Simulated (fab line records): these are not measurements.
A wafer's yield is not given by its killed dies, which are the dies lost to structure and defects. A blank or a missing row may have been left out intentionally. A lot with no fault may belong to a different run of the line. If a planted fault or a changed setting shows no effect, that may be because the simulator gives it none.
Which of the tools did it?	flow gf180mcu	route of 602 steps, sampled at 1 step: 7 lots, 21 wafers

WHAT EACH GAUGE READ, for each wafer
GF_STI_THK_MEAS_30.
lot	measured	on	STI_OXIDATION_02_THK (nm)
L902	day 2 13:00	film-metro-04	9.94 10.06 9.91
L904	day 3 01:32	film-metro-02	9.68 9.68 9.73
L907	day 3 13:54	film-metro-02	10.09 10.02 10.04
L909	day 4 00:20	film-metro-02	10.03 10.23 10.02
L918	day 5 20:47	film-metro-04	9.58 9.61 9.77
L920	day 6 08:41	film-metro-02	9.89 10.09 10.02
L923	day 6 23:57	film-metro-01	9.87 9.72 9.72

EACH LOT AND THE TOOL THAT RAN IT (in order: tool; ch and the chambers of the sampled wafers; start)
The record shows no process step preceding these readings.

THE ANSWER, worked out from the rows above alone
Rule: usual is defined by the lots themselves. Put in order of their means at a reading, lots are off if they are a third of the lots or fewer, leave a main group of 4 or more, and stand apart from it by a gap of 3 or more times the standard deviation of the main group's means; of several such gaps the widest counts. Not used: any main group whose means are identical at the precision the tables above print for the reading. Also off: a lot with no number at a reading for which 4 or more lots have one. Where the step has rows for the other lots, those lots are counted as sound.
No lot is off on any of the readings shown, so nothing can be concluded from this.

WHAT THE SIMULATOR HAD PUT IN
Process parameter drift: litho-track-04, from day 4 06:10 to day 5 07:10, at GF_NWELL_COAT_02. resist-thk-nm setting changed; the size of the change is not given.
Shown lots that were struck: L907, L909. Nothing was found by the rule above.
